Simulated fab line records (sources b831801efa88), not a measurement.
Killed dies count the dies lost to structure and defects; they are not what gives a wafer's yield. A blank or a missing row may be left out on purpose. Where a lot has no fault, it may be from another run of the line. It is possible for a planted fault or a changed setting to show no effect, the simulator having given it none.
Code-filled problem report in 8D (eight disciplines) form ; flow sky130 ; the parts of the form that need people (team, actions taken, sign-off) are left out

## 1. WHAT IS WRONG
Wafers free of any fault read 0.337 ohm/sq (standard deviation 0.0033) for CONTACT_W_RS at SKY_CONTACT_RS_MEAS_25, against a mean of 0.422 ohm/sq on 4 wafers of 2 lots. That puts it +26 standard deviations away from the usual mean.
The step: measures by four-point-probe.
The first sign was on wafer L699.1 at day 36 01:53, on film_metro-04. Wafers with a number at this step in the record: 32, from 11 lots. Rule for "out", or "out of limits": more than 4 standard deviations from the usual mean. All remaining wafers that have a number are taken as sound.

## 2. WHAT IT IS AND WHAT IT IS NOT
question;is;is not
which readings at this step;CONTACT_W_RS;-
which lots;L699, L700;L687, L690, L691, L692, L693, L696, L697, L698, L701
which wafers of those lots;L699.1, L699.3, L700.1, L700.3;L699.2
read on which gauges;film_metro-01, film_metro-04;film_metro-02
when;from day 36 01:53;"up to then (25 sound wafers); but 3 sound wafers of L701 came after"

## 3. SUSPECTS, AND WHAT RULES EACH OUT
Counting: if a tool at a process step up to the reading ran every lot that is out, it stays a suspect. Sound lots after the first of them don't rule it out here, since some wafers of a struck lot are sound.
- the gauge at SKY_CONTACT_RS_MEAS_25 has been ruled out. Those wafers that are out were read across 2 gauges (film_metro-01, film_metro-04).
- cvd_w-02 at SKY_CONTACT_CVD_24 (deposits W, target thk 340 nm, time 102.12 s): kept. Ran every lot that is out, first one L699 (day 36 01:46); last sound lot up to then L698 (day 35 15:25).
After counting, what remains is cvd_w-02 at SKY_CONTACT_CVD_24.

## 4. THE CAUSE (what the simulator had put in)
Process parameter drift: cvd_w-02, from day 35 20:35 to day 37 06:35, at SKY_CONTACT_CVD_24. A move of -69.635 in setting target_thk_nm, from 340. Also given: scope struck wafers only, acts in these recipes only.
After counting, this tool was the only one left.

## 5. THE EFFECT CHAIN, in route order
Each row: a reading where the mean over the struck wafers with a number is more than 3 standard deviations away from the usual. Only readings whose record carries a usual standard deviation are examined. hours: median over the lots of the time between each lot's start at the first step of this table that gives one and its start at this step. sigmas: the change, counted in usual standard deviations.
hours;step;reading;usual;on struck wafers;change;sigmas
0;SKY_CONTACT_RS_MEAS_25;CONTACT_W_RS;0.337 ohm/sq;0.422;+0.085;+26
0;SKY_CONTACT_THK_MEAS_26;CONTACT_W_THK;333 nm;271;-62;-17
0;SKY_CONTACT_CMP_27;time_to_endpoint_s;82.5 s;65.6;-16.9;-5.8
It contains these process steps:
- SKY_CONTACT_CMP_27: polishes, stops on SiO2, t overpolish 15 s, target thk 0 nm.

## 6. HOW IT WOULD HAVE BEEN CAUGHT EARLIER
In this record the first reading out of limits at a measuring or inspecting step was taken at day 36 01:53, 5 hours after the fault began at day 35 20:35.
No tool reading at SKY_CONTACT_CVD_24 that has a usual standard deviation in the record was out on any struck wafer, so an alarm limit of 4 standard deviations on those readings would not have fired.
Among the 2 lots that are out, L700 began SKY_CONTACT_CVD_24 on cvd_w-02 after day 36 01:53. A hold on the tool at that time would have spared it.
